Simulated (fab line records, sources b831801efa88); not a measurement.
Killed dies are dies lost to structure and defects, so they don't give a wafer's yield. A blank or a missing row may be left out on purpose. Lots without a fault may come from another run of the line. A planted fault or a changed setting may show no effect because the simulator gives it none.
A struck lot beside a sound one | flow sky130 | 17 steps out of a route of 708
Sound: wafers L350.2, L350.3, L350.6. Struck: wafers L345.2, L345.3, L345.4. The cause comes at the end.
At each step with rows: each side's tool, then ch and its chambers, then its first start. Under that, the readings that differ: sound wafers | struck wafers | difference of the means | sigmas: that difference in standard deviations of wafers without a fault.
alike: readings whose means differ by less than 2 such deviations, and words and numbers that are the same on both sides. not compared: withheld readings, readings that some wafer has no value for, bounds like >300 that may hide the same value, and numbers for which the record gives no deviation and whose values overlap.
The two part at a step that has a row with sigmas, a row that says differs or no value, or rows on one side only. Numbers that don't overlap but have no deviation are shown without sigmas and don't part them. A reading that every wafer of one side lacks parts them only if that side has two wafers or more.

first, 2 steps without rows for these wafers: SKY_NWELL_IMPLANT_12; SKY_NWELL_IMPLANT_13.
SKY_NWELL_STRIP_14: strips in O2/N2.
  sound on plasma_asher-04 ch 0,1, day 10 08:17; struck on plasma_asher-03 ch 0,1, day 8 18:28
  alike: drypump_motor_current_A, n2_flow_sccm, oes_product_au, strip_time_to_endpoint_s
  not compared: rf_hours_counter_h
SKY_NWELL_TW_MEAS_15:
  sound on film_metro-01, day 10 08:24; struck on film_metro-03, day 8 18:35
  alike: NWELL_TW
then, 7 steps without rows for these wafers: SKY_NWELL_DEHYDRATE_16 (time 60 s); SKY_NWELL_HMDS_17 (prime time 60 s); SKY_NWELL_COAT_18 (resist thk 3000 nm); SKY_NWELL_SOFTBAKE_19; SKY_NWELL_EXPOSE_20 (exposes mask NWM COMPLEMENT, target cd 840 nm); SKY_NWELL_PEB_21; SKY_NWELL_DEVELOP_22 (develop time 60 s).
SKY_NWELL_OVL_MEAS_23:
  sound on overlay-02, day 11 06:23; struck on overlay-01, day 9 16:11
  alike: NWELL_01_OVL
SKY_NWELL_IMPLANT_24:
  sound on implanter-01 ch 0, day 11 06:27; struck on implanter-04 ch 0, day 9 16:14
  reading            | sound                         | struck                           | difference  | sigmas
  dose_ions_cm2      | 9.195e+12 9.189e+12 9.203e+12 | 4.5905e+13 4.5908e+13 4.5918e+13 | +3.6715e+13 | +99 or more
  faraday_current_uA | 52.4 53.5 52.9                | 254.1 258.6 260.4                | +204.8      | +99 or more
SKY_NWELL_STRIP_25: strips in O2/N2.
  sound on plasma_asher-03 ch 0,1, day 11 06:34; struck on plasma_asher-03 ch 0,1, day 9 16:22
  reading                      | sound             | struck            | difference | sigmas
  strip_time_to_endpoint_s (s) | 37.15 37.06 37.16 | 36.90 36.87 36.87 | -0.24      | -2
  alike: drypump_motor_current_A, n2_flow_sccm, oes_product_au
  not compared: rf_hours_counter_h
SKY_NWELL_TW_MEAS_26:
  sound on film_metro-04, day 11 06:41; struck on film_metro-04, day 9 16:28
  reading    | sound       | struck      | difference | sigmas
  NWELL_2_TW | 499 497 496 | 828 833 825 | +331       | +97
then, 1 step without rows for these wafers: SKY_NWELL_CLEAN_27 (cleans in SC1/SC2, time 150 s).
-- the record jumps here: 40 days lie between the struck wafers' starts before and after (it left off in module NWELL and takes up again in module PAD_OPEN, whose first step shown is number 708 of the route) --
SKY_PAD_OPEN_PROBE_99:
  sound on prober-02, day 50 23:16; struck on prober-01, day 49 15:55
  reading                                    | sound                         | struck                      | difference | sigmas
  killed_dies                                | 83 69 71                      | 92 99 90                    | +19        | +2
  killed_on_rim                              | 10 13 11                      | 21 20 18                    | +8         | +2
  model.etest.pfet_16v.r_on_ohm_um           | 1.597e+04 1.573e+04 1.579e+04 | 8480 8482 8581              | -7316      |
  model.etest.nfet_16v.r_on_ohm_um           | 1.415e+04 1.408e+04 1.419e+04 | 1.836e+04 1.8e+04 1.843e+04 | +4.123e+03 |
  model.etest.res_iso_pwell.rs_ohm_sq        | 3850 3626 3672                | 938.3 985.6 959.8           | -2754.8    |
  model.etest.res_pwell_under_gate.rs_ohm_sq | 2298 2300 2306                | 792.7 795.8 793.5           | -1507.3    |
  model.etest.res_iso_pwell.line_ohm_um      | 1453 1397 1387                | 345.1 357.9 352.4           | -1060.5    |
  model.etest.tip_n_5v.rs_ohm_sq             | 1428 1412 1423                | 1624 1637 1639              | +212       |
  model.etest.res_nwell.line_ohm_um          | 1125 1112 1102                | 1246 1261 1264              | +144       |
  model.etest.res_deep_nwell.rs_ohm_sq       | 2222 2209 2208                | 2358 2377 2347              | +148       |
  alike: killed_at_M0_to_M3, killed_at_M4_up, killed_at_contacts, killed_at_front_end, killed_at_other, killed_open, killed_short

WHERE THEY PART
First at SKY_NWELL_IMPLANT_24; last, within this record, at SKY_PAD_OPEN_PROBE_99.

WHY: what the simulator had put in
Process parameter drift: implanter-04, from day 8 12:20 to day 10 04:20, at SKY_NWELL_IMPLANT_24. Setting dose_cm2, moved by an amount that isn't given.
